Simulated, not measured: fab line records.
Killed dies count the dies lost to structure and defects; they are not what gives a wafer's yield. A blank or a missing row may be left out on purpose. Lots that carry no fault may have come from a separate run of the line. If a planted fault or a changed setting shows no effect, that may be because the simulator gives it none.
Matching of chambers | flow sky130 | cmp-02 running SKY_VIA4_CMP_02: 4 sister chambers
The step polishes SiO2. 14 wafers are shown with their chamber, then 7 later ones without.

## WAFERS WITH THEIR CHAMBER
wafer  | chamber | motor current A (A)
L580.2 | 1       | 12.2
L580.3 | 3       | 10.8
L580.6 | 2       | 10.2
L581.2 | 1       | 11.3
L581.3 | 0       | 11.9
L581.5 | 0       | 11.7
L584.2 | 0       | 12.1
L584.3 | 3       | 10.7
L584.6 | 3       | 10.7
L585.2 | 2       | 9.4
L585.5 | 3       | 10.6
L585.6 | 2       | 8.9
L592.2 | 3       | 10.9
L592.4 | 1       | 12.6

SIGNATURES (means of the wafers above)
reading         | chamber 0 | chamber 1 | chamber 2 | chamber 3 | scatter within a chamber
motor current A | 11.900    | 12.033    | 9.500     | 10.740    | 0.433
Rule: a wafer's distance from a chamber is the root of the sum, over the readings, of the square of ((its reading less the chamber's mean) divided by the reading's scatter). The wafer belongs to the nearest chamber; if the next one is less than 2 further off, it can't be placed. How the scatter is found: for the shown wafers, subtract from each reading the mean of its chamber, square and add these, divide the total by (wafers less chambers), then take the root.

## WAFERS WITHOUT THEIR CHAMBER
wafer  | motor current A (A)
L592.5 | 9.8
L593.2 | 10.7
L593.5 | 12.6
L593.6 | 9.3
L595.2 | 12.4
L595.4 | 10.7
L595.5 | 10.4

## THE CHAMBER EACH PASSED THROUGH
wafer  | from the rows above     | in truth
L592.5 | can't be placed: 2 or 3 | 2
L593.2 | 3                       | 3
L593.5 | can't be placed: 1 or 0 | 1
L593.6 | 2                       | 2
L595.2 | can't be placed: 1 or 0 | 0
L595.4 | 3                       | 3
L595.5 | can't be placed: 3 or 2 | 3
Correctly placed: 3 of 7. From these rows, 4 cannot be placed; in 4 the true chamber is one of the candidates. 0 placed wrongly.
